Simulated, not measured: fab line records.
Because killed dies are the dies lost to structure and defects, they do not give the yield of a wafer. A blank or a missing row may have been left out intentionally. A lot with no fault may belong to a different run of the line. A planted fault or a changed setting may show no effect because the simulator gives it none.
fab line records	flow sky130
record: lots: 24	wafers: 72	lastDay: 50
route steps=708 shown CONTACT@407 METAL3@564 METAL4@598 VIA4@641 PAD_OPEN@702
lots with no fault: from the same line, run without faults
startH: start of the lot's first displayed wafer, in hours after the record's first day	waitH: hours elapsed since this lot's preceding step	" identical to the entry in the row above	L1.1+2: a single row standing in for several wafers	- value missing, or start not given	* or withheld: withheld	< > ~ a bound
route shown NAME@n: NAME is a module with steps in the file, n the number in the route of the first one	usual: mean and standard deviation over wafers with no fault	same: alike in all rows	chamber/n: place in a boat	sites: the reading at each site	_std_site: how widely they spread, as a standard deviation	_edge_site: outer sites' mean less inner sites'	radiusMm: for every site, how far away it sits from the centre of the wafer	mask NAME#n: copy n	behind: the last tool/chamber to shape the wafer	hold: why the lot went on hold/how many hours it stayed there/how the hold came to an end	device: the transistor (n, p or np) that didn't switch	end of line: the route-end tests of the same wafers	where a step has no rows: the recipe by itself	killed: the dies lost at the first sort to structure and to defects; this is not the yield of the wafer	map: dies across one wafer; x = killed, . = not, _ = none there
set.NAME: setting as actually run; set.NAME@STEP: the setting as run at that earlier step	model.NAME: the simulator's own value behind a step, which no gauge read
a sample of lots followed through the steps of the route, with each step as a table and each wafer as a row
services: from which hour (startH, from the record's first day; less than 0 if before it) a tool's chamber was out of use, for how many hours, and why
== steps ==
step: SKY_CONTACT_THK_MEAS_01
recipe: reads: Si3N4_of_CONTACT_CVD_00
usual: CONTACT_CVD_00_THK: 75.0/1
lot.wafer	tool	chamber	startH	waitH	CONTACT_CVD_00_THK[nm]
L074.2	filmMetro-04	-	735.35	-	73.5
L074.3	"	-	"	"	74.6
L074.5	"	-	"	"	75.1
L076.2	filmMetro-01	-	738.41	-	72.9
L076.3	"	-	"	"	72.8
L076.5	"	-	"	"	74.7
L075.2	filmMetro-04	-	739.75	-	74.4
L075.3	"	-	"	"	74.7
L075.6	"	-	"	"	76.3
L077.1	filmMetro-04	-	739.95	-	74.8
L077.2	"	-	"	"	75.7
L077.5	"	-	"	"	76.3
L078.2	filmMetro-04	-	742.45	-	74.2
L078.3	"	-	"	"	72.7
L078.4	"	-	"	"	75.6
L079.1	filmMetro-04	-	743.10	-	74.9
L079.2	"	-	"	"	73.8
L079.6	"	-	"	"	74.7
L080.1	filmMetro-01	-	764.87	-	75.1
L080.2	"	-	"	"	74.6
L080.3	"	-	"	"	73.4
L081.2	filmMetro-02	-	765.05	-	73.9
L081.3	"	-	"	"	75.1
L081.4	"	-	"	"	75.2
L082.1	filmMetro-02	-	771.61	-	72.4
L082.2	"	-	"	"	74.7
L082.5	"	-	"	"	75.1
L083.1	filmMetro-02	-	774.89	-	75.2
L083.4	"	-	"	"	75.6
L083.6	"	-	"	"	77.9
L085.2	filmMetro-02	-	786.37	-	73.8
L085.4	"	-	"	"	76.6
L085.5	"	-	"	"	75.0
L084.2	filmMetro-01	-	788.32	-	75.0
L084.4	"	-	"	"	75.6
L084.5	"	-	"	"	76.7
L086.1	filmMetro-02	-	801.03	-	74.2
L086.2	"	-	"	"	73.7
L086.6	"	-	"	"	75.7
L087.1	filmMetro-04	-	801.61	-	75.0
L087.2	"	-	"	"	75.7
L087.5	"	-	"	"	75.6
L088.1	filmMetro-02	-	809.13	-	73.3
L088.3	"	-	"	"	73.4
L088.6	"	-	"	"	76.0
L089.3	filmMetro-01	-	816.80	-	75.8
L089.5	"	-	"	"	77.9
L089.6	"	-	"	"	76.1
L090.1	filmMetro-02	-	833.35	-	74.6
L090.2	"	-	"	"	74.8
L090.6	"	-	"	"	76.5
L091.1	filmMetro-02	-	838.24	-	75.7
L091.4	"	-	"	"	76.4
L091.5	"	-	"	"	76.2
L092.1	filmMetro-02	-	854.54	-	74.7
L092.5	"	-	"	"	75.5
L092.6	"	-	"	"	74.9
L093.1	filmMetro-02	-	854.89	-	73.0
L093.4	"	-	"	"	75.5
L093.6	"	-	"	"	74.8
L094.1	filmMetro-02	-	862.74	-	73.9
L094.2	"	-	"	"	75.8
L094.6	"	-	"	"	75.0
L095.1	filmMetro-02	-	866.93	-	73.2
L095.3	"	-	"	"	73.9
L095.6	"	-	"	"	75.4
L096.1	filmMetro-01	-	869.83	-	75.1
L096.2	"	-	"	"	74.2
L096.5	"	-	"	"	76.1
L097.3	filmMetro-01	-	881.85	-	74.2
L097.5	"	-	"	"	74.5
L097.6	"	-	"	"	75.8
step: SKY_METAL3_OVL_MEAS_14
usual: METAL3_OVL: -2/5.2
lot.wafer	tool	chamber	startH	waitH	METAL3_OVL[nm]
L074.2	overlay-01	-	926.17	0.1	8
L074.3	"	-	"	"	3
L074.5	"	-	"	"	2
L076.2	overlay-01	-	931.47	0.1	0
L076.3	"	-	"	"	3
L076.5	"	-	"	"	-7
L075.2	overlay-01	-	932.32	0.1	-8
L075.3	"	-	"	"	-7
L075.6	"	-	"	"	-9
L077.1	overlay-02	-	932.61	0.1	2
L077.2	"	-	"	"	-9
L077.5	"	-	"	"	-12
L078.2	overlay-02	-	934.12	0.1	-4
L078.3	"	-	"	"	-6
L078.4	"	-	"	"	-4
L079.1	overlay-02	-	934.77	0.1	-4
L079.2	"	-	"	"	0
L079.6	"	-	"	"	1
L080.1	overlay-02	-	952.81	0.1	-1
L080.2	"	-	"	"	-9
L080.3	"	-	"	"	-2
L081.2	overlay-01	-	954.97	0.1	1
L081.3	"	-	"	"	2
L081.4	"	-	"	"	4
L082.1	overlay-01	-	961.27	0.1	-2
L082.2	"	-	"	"	-7
L082.5	"	-	"	"	-1
L083.1	overlay-02	-	961.62	0.1	7
L083.4	"	-	"	"	2
L083.6	"	-	"	"	0
L085.2	overlay-02	-	971.02	0.1	-16
L085.4	"	-	"	"	-18
L085.5	"	-	"	"	-1
L084.2	overlay-02	-	972.23	0.1	1
L084.4	"	-	"	"	3
L084.5	"	-	"	"	-2
L086.1	overlay-02	-	986.97	0.1	-4
L086.2	"	-	"	"	-9
L086.6	"	-	"	"	-1
L087.1	overlay-01	-	988.16	0.1	-16
L087.2	"	-	"	"	-8
L087.5	"	-	"	"	0
L088.1	overlay-02	-	992.61	0.1	-7
L088.3	"	-	"	"	-3
L088.6	"	-	"	"	-1
L089.3	overlay-02	-	999.53	0.1	-1
L089.5	"	-	"	"	1
L089.6	"	-	"	"	2
L090.1	overlay-02	-	1014.61	0.1	9
L090.2	"	-	"	"	0
L090.6	"	-	"	"	-3
L091.1	overlay-02	-	1019.11	0.1	-5
L091.4	"	-	"	"	0
L091.5	"	-	"	"	3
L092.1	overlay-02	-	1034.17	0.1	-5
L092.5	"	-	"	"	-10
L092.6	"	-	"	"	-5
L093.1	overlay-01	-	1036.02	0.1	3
L093.4	"	-	"	"	6
L093.6	"	-	"	"	-4
L094.1	overlay-02	-	1040.47	0.1	-1
L094.2	"	-	"	"	-1
L094.6	"	-	"	"	-2
L095.1	overlay-01	-	1043.32	0.1	3
L095.3	"	-	"	"	-6
L095.6	"	-	"	"	-8
L096.1	overlay-02	-	1045.82	0.1	-6
L096.2	"	-	"	"	-8
L096.5	"	-	"	"	-6
L097.3	overlay-01	-	1055.69	0.1	2
L097.5	"	-	"	"	11
L097.6	"	-	"	"	0
step: SKY_METAL4_SPUTTER_00
recipe: material: Ti	targetThkNm: 15	powerW: 3000	timeS: 10	chamberPressurePa: 0.4
usual: throttleValvePct: 30.0/1
lot.wafer	tool	chamber	startH	waitH	throttleValvePct
L074.2	pvdSputter-01	-	953.89	0.1	30.6
L074.3	"	-	"	"	30.4
L074.5	"	-	"	"	30.4
L076.2	pvdSputter-04	-	959.41	0.2	29.0
L076.3	"	-	"	"	30.9
L076.5	"	-	"	"	29.5
L077.1	pvdSputter-03	-	959.97	0.2	28.7
L077.2	"	-	"	"	31.3
L077.5	"	-	"	"	30.0
L075.2	pvdSputter-01	-	960.32	0.1	30.7
L075.3	"	-	"	"	30.5
L075.6	"	-	"	"	30.3
L078.2	pvdSputter-04	-	962.26	0.2	28.0
L078.3	"	-	"	"	30.7
L078.4	"	-	"	"	30.8
L079.1	pvdSputter-01	-	962.61	0.2	30.7
L079.2	"	-	"	"	30.5
L079.6	"	-	"	"	30.6
L080.1	pvdSputter-04	-	979.16	0.1	28.0
L080.2	"	-	"	"	29.1
L080.3	"	-	"	"	30.9
L081.2	pvdSputter-01	-	982.29	0.1	30.6
L081.3	"	-	"	"	30.2
L081.4	"	-	"	"	30.1
L082.1	pvdSputter-03	-	987.26	0.2	31.4
L082.2	"	-	"	"	29.2
L082.5	"	-	"	"	29.3
L083.1	pvdSputter-04	-	988.41	0.2	31.0
L083.4	"	-	"	"	29.2
L083.6	"	-	"	"	27.9
L085.2	pvdSputter-03	-	997.42	0.1	30.3
L085.4	"	-	"	"	31.5
L085.5	"	-	"	"	29.5
L084.2	pvdSputter-03	-	998.29	0.1	31.6
L084.4	"	-	"	"	30.3
L084.5	"	-	"	"	29.2
L086.1	pvdSputter-03	-	1013.24	0.2	30.1
L086.2	"	-	"	"	28.7
L086.6	"	-	"	"	30.3
L087.1	pvdSputter-04	-	1014.75	0.2	30.9
L087.2	"	-	"	"	27.9
L087.5	"	-	"	"	27.9
L088.1	pvdSputter-01	-	1018.54	0.2	30.3
L088.3	"	-	"	"	30.4
L088.6	"	-	"	"	30.4
L089.3	pvdSputter-04	-	1025.91	0.1	31.2
L089.5	"	-	"	"	29.1
L089.6	"	-	"	"	27.7
L090.1	pvdSputter-03	-	1040.61	0.1	28.8
L090.2	"	-	"	"	30.3
L090.6	"	-	"	"	29.2
L091.1	pvdSputter-03	-	1045.12	0.2	30.2
L091.4	"	-	"	"	29.0
L091.5	"	-	"	"	28.7
L092.1	pvdSputter-01	-	1063.53	0.1	31.2
L092.5	"	-	"	"	30.0
L092.6	"	-	"	"	30.6
L093.1	pvdSputter-01	-	1064.19	0.1	30.9
L093.4	"	-	"	"	30.4
L093.6	"	-	"	"	31.0
L094.1	pvdSputter-01	-	1065.20	0.1	30.8
L094.2	"	-	"	"	30.7
L094.6	"	-	"	"	30.4
L095.1	pvdSputter-04	-	1067.71	0.1	28.1
L095.3	"	-	"	"	31.0
L095.6	"	-	"	"	30.9
L096.1	pvdSputter-01	-	1069.77	0.2	30.5
L096.2	"	-	"	"	30.5
L096.5	"	-	"	"	30.0
L097.3	pvdSputter-04	-	1080.21	0.2	27.8
L097.5	"	-	"	"	27.8
L097.6	"	-	"	"	29.0
step: SKY_VIA4_CMP_02
recipe: material: SiO2	downForcePsi: 4	platenRpm: 60	padVelocityMS: 0.94248
usual: motorCurrentA: 11.7/0.68	slurryFlowMlMin: 150.0/0.45
lot.wafer	tool	chamber	startH	waitH	motorCurrentA	slurryFlowMlMin
L074.2	cmp-01	0	1002.09	0.0	12.1	150.0
L074.3	"	3	"	"	10.7	150.2
L074.5	"	0	"	"	13.2	150.5
L076.3	cmp-02	3	1007.74	0.1	11.5	150.0
L076.2	"	0	"	"	11.5	150.8
L076.5	"	2	"	"	11.2	149.7
L077.1	cmp-02	2	1007.99	0.2	11.2	150.1
L077.2	"	0	"	"	12.2	150.3
L077.5	"	3	"	"	11.5	149.3
L075.3	cmp-01	3	1009.09	0.0	10.4	149.3
L075.2	"	2	"	"	11.7	149.2
L075.6	"	0	"	"	11.9	150.7
L078.4	cmp-01	3	1011.29	0.0	11.0	150.6
L078.3	"	0	"	"	12.8	149.8
L078.2	"	2	"	"	11.9	149.9
L079.2	cmp-01	2	1012.19	0.0	12.2	150.4
L079.1	"	3	"	"	11.1	150.0
L079.6	"	3	"	"	11.0	150.3
L080.3	cmp-01	0	1027.46	0.0	12.7	150.5
L080.1	"	2	"	"	11.6	150.4
L080.2	"	3	"	"	10.4	150.2
L081.3	cmp-02	2	1030.76	0.0	11.5	150.3
L081.2	"	3	"	"	11.4	149.4
L081.4	"	1	"	"	13.3	149.2
L082.1	cmp-01	2	1035.29	0.1	12.3	149.8
L082.2	"	3	"	"	11.0	150.4
L082.5	"	1	"	"	12.1	149.9
L083.1	cmp-01	1	1037.11	0.1	12.5	149.6
L083.4	"	0	"	"	12.6	149.3
L083.6	"	2	"	"	11.8	150.3
L085.2	cmp-01	2	1044.61	0.0	11.4	150.1
L085.4	"	0	"	"	11.9	149.3
L085.5	"	3	"	"	10.7	149.9
L084.4	cmp-01	3	1045.76	0.0	10.9	148.9
L084.2	"	1	"	"	11.6	150.4
L084.5	"	3	"	"	10.4	149.4
L086.2	cmp-02	1	1060.69	0.1	12.5	150.6
L086.1	"	2	"	"	11.2	149.9
L086.6	"	0	"	"	12.6	150.2
L087.2	cmp-02	1	1061.82	0.1	12.8	150.0
L087.1	"	2	"	"	11.2	150.0
L087.5	"	1	"	"	13.2	149.7
L088.3	cmp-02	1	1064.82	0.1	12.3	150.6
L088.1	"	2	"	"	10.6	149.5
L088.6	"	1	"	"	12.3	149.8
L089.3	cmp-02	2	1070.46	0.1	11.3	148.9
L089.6	"	0	"	"	12.1	150.3
L089.5	"	1	"	"	12.9	150.6
L090.2	cmp-01	0	1086.94	0.7	12.4	150.3
L090.1	"	2	"	"	11.8	150.0
L090.6	"	3	"	"	10.2	149.2
L091.4	cmp-02	2	1090.16	0.1	11.0	150.5
L091.1	"	0	"	"	11.5	151.3
L091.5	"	2	"	"	11.2	149.6
L092.1	cmp-01	0	1108.71	0.1	11.7	150.1
L092.6	"	2	"	"	11.9	150.5
L092.5	"	3	"	"	10.5	150.2
L093.1	cmp-02	0	1109.31	0.1	12.3	149.4
L093.4	"	3	"	"	11.2	149.7
L093.6	"	0	"	"	11.9	149.8
L094.1	cmp-02	3	1110.05	0.2	11.3	149.7
L094.2	"	1	"	"	11.9	150.2
L094.6	"	0	"	"	12.1	149.0
L095.3	cmp-01	1	1111.27	0.0	12.1	149.6
L095.1	"	0	"	"	12.1	150.7
L095.6	"	1	"	"	11.4	150.0
L096.2	cmp-01	1	1114.21	0.1	12.0	150.1
L096.1	"	3	"	"	10.6	149.8
L096.5	"	0	"	"	11.3	149.5
L097.3	cmp-02	0	1124.60	0.2	11.6	150.1
L097.6	"	1	"	"	12.8	150.4
L097.5	"	2	"	"	10.8	149.7
step: SKY_VIA4_CVD_18
recipe: material: W	targetThkNm: 505	timeS: 152.14	tempC: 400	pressureTorr: 40
usual: heaterPowerW: 873/47
lot.wafer	tool	chamber	startH	waitH	heaterPowerW	sinceWetCleanH
L074.2	cvdW-01	1	1026.29	0.0	925	621
L074.3	"	0	"	"	901	-
L074.5	"	0	"	"	885	-
L076.2	cvdW-02	0	1031.70	0.0	871	114
L076.3	"	1	"	"	765	-
L076.5	"	0	"	"	866	-
L077.1	cvdW-01	1	1032.04	0.0	911	626
L077.2	"	0	"	"	869	626
L077.5	"	1	"	"	899	-
L075.2	cvdW-01	1	1032.90	0.0	928	627
L075.3	"	1	"	"	896	-
L075.6	"	0	"	"	893	-
L078.2	cvdW-01	0	1035.52	0.0	880	630
L078.3	"	1	"	"	888	-
L078.4	"	0	"	"	888	-
L079.1	cvdW-02	1	1035.99	0.0	777	118
L079.2	"	0	"	"	874	118
L079.6	"	0	"	"	856	-
L080.1	cvdW-01	1	1050.67	0.0	934	645
L080.2	"	0	"	"	869	645
L080.3	"	1	"	"	903	-
L081.2	cvdW-01	1	1053.96	0.0	922	648
L081.3	"	0	"	"	903	-
L081.4	"	1	"	"	905	-
L082.1	cvdW-01	1	1057.41	0.0	921	652
L082.2	"	0	"	"	912	652
L082.5	"	0	"	"	891	-
L083.1	cvdW-01	1	1060.36	0.0	933	655
L083.4	"	0	"	"	877	-
L083.6	"	1	"	"	897	-
L085.2	cvdW-01	1	1066.22	0.0	905	661
L085.4	"	0	"	"	876	-
L085.5	"	0	"	"	876	-
L084.2	cvdW-02	0	1068.21	0.0	892	150
L084.4	"	1	"	"	799	-
L084.5	"	0	"	"	847	-
L086.1	cvdW-02	0	1081.57	0.0	846	164
L086.2	"	1	"	"	763	164
L086.6	"	0	"	"	889	-
L087.1	cvdW-01	1	1082.67	0.0	921	677
L087.2	"	0	"	"	879	677
L087.5	"	1	"	"	899	-
L088.1	cvdW-02	1	1086.78	0.1	778	169
L088.3	"	1	"	"	783	-
L088.6	"	0	"	"	862	-
L089.3	cvdW-01	0	1092.71	0.1	898	-
L089.5	"	1	"	"	909	-
L089.6	"	0	"	"	906	-
L090.1	cvdW-02	0	1109.10	0.0	891	191
L090.2	"	1	"	"	777	191
L090.6	"	0	"	"	875	-
L091.1	cvdW-01	0	1112.22	0.0	891	707
L091.4	"	1	"	"	909	-
L091.5	"	0	"	"	893	-
L092.1	cvdW-02	0	1128.69	0.0	886	211
L092.5	"	0	"	"	880	-
L092.6	"	1	"	"	808	-
L093.1	cvdW-01	1	1129.87	0.0	932	724
L093.4	"	0	"	"	884	-
L093.6	"	0	"	"	891	-
L094.1	cvdW-01	0	1130.45	0.0	916	725
L094.2	"	1	"	"	921	725
L094.6	"	0	"	"	904	-
L095.1	cvdW-02	1	1132.10	0.0	780	214
L095.3	"	0	"	"	869	-
L095.6	"	0	"	"	861	-
L096.1	cvdW-01	0	1134.51	0.0	889	729
L096.2	"	1	"	"	928	729
L096.5	"	1	"	"	916	-
L097.3	cvdW-02	0	1143.37	0.1	877	-
L097.5	"	0	"	"	846	-
L097.6	"	1	"	"	784	-
step: SKY_PAD_OPEN_STRIP_08
recipe: chemistry: O2/N2	powerW: 1400	pressureMtorr: 1500	platenTempC: withheld	overashFraction: 0.7	o2FlowSccm: 3000	n2FlowSccm: 300
usual: drypumpMotorCurrentA: 5.8/0.39	oesProductAu: 0.663/0.0044	stripTimeToEndpointS: 37.09/0.095
lot.wafer	tool	chamber	startH	waitH	drypumpMotorCurrentA	oesProductAu	rfHoursCounterH	stripTimeToEndpointS
L074.2	plasmaAsher-03	0	1090.90	0.1	5.8	0.659	103	37.16
L074.3	"	1	"	"	5.3	0.660	-	37.09
L074.5	"	1	"	"	5.3	0.661	-	37.03
L076.2	plasmaAsher-04	0	1096.60	0.1	5.7	0.660	3	37.31
L076.3	"	1	"	"	6.6	0.665	-	37.18
L076.5	"	0	"	"	5.7	0.666	-	37.25
L077.1	plasmaAsher-01	1	1097.70	0.1	5.6	0.662	35	37.18
L077.2	"	0	"	"	6.1	0.664	35	37.13
L077.5	"	0	"	"	6.1	0.666	-	37.15
L075.2	plasmaAsher-03	0	1105.70	0.1	5.9	0.658	104	37.14
L075.3	"	1	"	"	5.3	0.654	-	37.14
L075.6	"	1	"	"	5.3	0.663	-	37.08
L078.2	plasmaAsher-01	1	1106.05	0.1	5.6	0.662	36	36.93
L078.3	"	1	"	"	5.6	0.668	-	36.98
L078.4	"	0	"	"	6.1	0.667	-	36.98
L079.1	plasmaAsher-03	1	1106.19	0.1	5.3	0.663	104	37.00
L079.2	"	0	"	"	5.8	0.655	104	37.00
L079.6	"	0	"	"	5.8	0.661	-	36.98
L080.1	plasmaAsher-03	0	1114.40	0.1	5.8	0.664	105	37.13
L080.2	"	1	"	"	5.3	0.666	105	37.00
L080.3	"	1	"	"	5.3	0.664	-	37.20
L081.2	plasmaAsher-04	0	1116.70	0.1	5.7	0.662	4	37.12
L081.3	"	1	"	"	6.6	0.657	-	37.11
L081.4	"	0	"	"	5.7	0.657	-	37.14
L082.1	plasmaAsher-03	1	1121.55	0.1	5.3	0.655	106	36.93
L082.2	"	0	"	"	5.8	0.660	106	36.97
L082.5	"	0	"	"	5.8	0.669	-	37.01
L083.1	plasmaAsher-03	1	1124.15	0.1	5.3	0.660	106	37.01
L083.4	"	1	"	"	5.3	0.662	-	36.98
L083.6	"	0	"	"	5.8	0.666	-	37.04
L085.2	plasmaAsher-03	1	1130.25	0.1	5.3	0.664	107	37.12
L085.4	"	0	"	"	5.8	0.666	-	37.11
L085.5	"	1	"	"	5.3	0.662	-	37.18
L084.2	plasmaAsher-03	1	1131.05	0.1	5.3	0.665	107	37.08
L084.4	"	1	"	"	5.3	0.673	-	37.07
L084.5	"	1	"	"	5.3	0.663	-	37.13
L086.1	plasmaAsher-01	0	1143.70	0.1	6.1	0.668	40	37.04
L086.2	"	1	"	"	5.6	0.652	40	36.95
L086.6	"	0	"	"	6.1	0.665	-	37.05
L087.1	plasmaAsher-03	1	1144.05	0.1	5.3	0.661	109	37.21
L087.2	"	0	"	"	5.8	0.670	109	37.18
L087.5	"	1	"	"	5.3	0.658	-	37.15
L088.1	plasmaAsher-01	1	1148.40	0.1	5.6	0.665	41	37.00
L088.3	"	1	"	"	5.6	0.666	-	37.05
L088.6	"	0	"	"	6.1	0.659	-	37.02
L089.3	plasmaAsher-03	0	1153.53	0.1	5.8	0.666	-	37.23
L089.5	"	0	"	"	5.8	0.662	-	37.03
L089.6	"	1	"	"	5.3	0.673	-	37.01
L090.1	plasmaAsher-04	1	1165.85	0.1	6.6	0.669	5	37.32
L090.2	"	0	"	"	5.7	0.664	5	37.32
L090.6	"	0	"	"	5.7	0.666	-	37.37
L091.1	plasmaAsher-01	0	1168.95	0.1	6.1	0.671	44	37.10
L091.4	"	0	"	"	6.1	0.670	-	37.03
L091.5	"	1	"	"	5.6	0.662	-	37.19
L092.1	plasmaAsher-01	0	1182.75	0.1	6.1	0.655	45	37.06
L092.5	"	0	"	"	6.1	0.660	-	37.05
L092.6	"	1	"	"	5.6	0.660	-	37.03
L093.1	plasmaAsher-04	1	1184.35	0.1	6.6	0.664	7	37.09
L093.4	"	0	"	"	5.7	0.663	-	37.09
L093.6	"	1	"	"	6.6	0.660	-	37.05
L094.1	plasmaAsher-04	1	1185.00	0.1	6.6	0.663	7	37.16
L094.2	"	0	"	"	5.7	0.669	7	37.00
L094.6	"	0	"	"	5.7	0.668	-	37.09
L095.1	plasmaAsher-01	1	1185.65	0.1	5.5	0.670	45	37.12
L095.3	"	1	"	"	5.5	0.659	-	37.06
L095.6	"	0	"	"	6.1	0.662	-	37.10
L096.1	plasmaAsher-03	0	1188.30	0.1	5.8	0.663	113	37.12
L096.2	"	1	"	"	5.3	0.664	113	37.27
L096.5	"	0	"	"	5.8	0.660	-	37.09
L097.3	plasmaAsher-01	0	1193.94	0.1	6.1	0.663	-	37.15
L097.5	"	0	"	"	6.1	0.666	-	37.04
L097.6	"	1	"	"	5.6	0.667	-	37.11
== services ==
tool	chamber	startH	hours	kind
cmp-02	-	931.48	0.6	repair
plasmaAsher-01	-	937.68	1.3	repair
cmp-01	-	952.13	1.7	repair
cvdW-02	-	968.50	2.8	pm
cmp-02	-	968.66	2.0	repair
cmp-02	-	981.47	1.7	repair
cmp-02	-	992.62	1.0	repair
cmp-02	-	1008.91	1.1	repair
plasmaAsher-01	-	1019.67	1.0	repair
pvdSputter-04	-	1039.84	1.3	repair
plasmaAsher-03	-	1046.76	0.8	repair
plasmaAsher-04	-	1055.25	9.0	pm
pvdSputter-03	-	1070.13	1.3	repair
pvdSputter-03	-	1079.80	0.9	repair
cmp-02	-	1084.26	4.0	pm
plasmaAsher-03	-	1084.36	4.3	repair
plasmaAsher-04	-	1099.49	8.6	repair
plasmaAsher-04	-	1108.71	2.5	repair
plasmaAsher-04	-	1128.33	36.4	repair
plasmaAsher-04	-	1135.74	5.6	repair
cvdW-01	-	1156.02	2.5	repair
pvdSputter-04	-	1171.14	1.1	repair
cvdW-01	-	1186.99	6.9	pm
cmp-01	-	1187.59	4.0	pm
== key ==
fault none
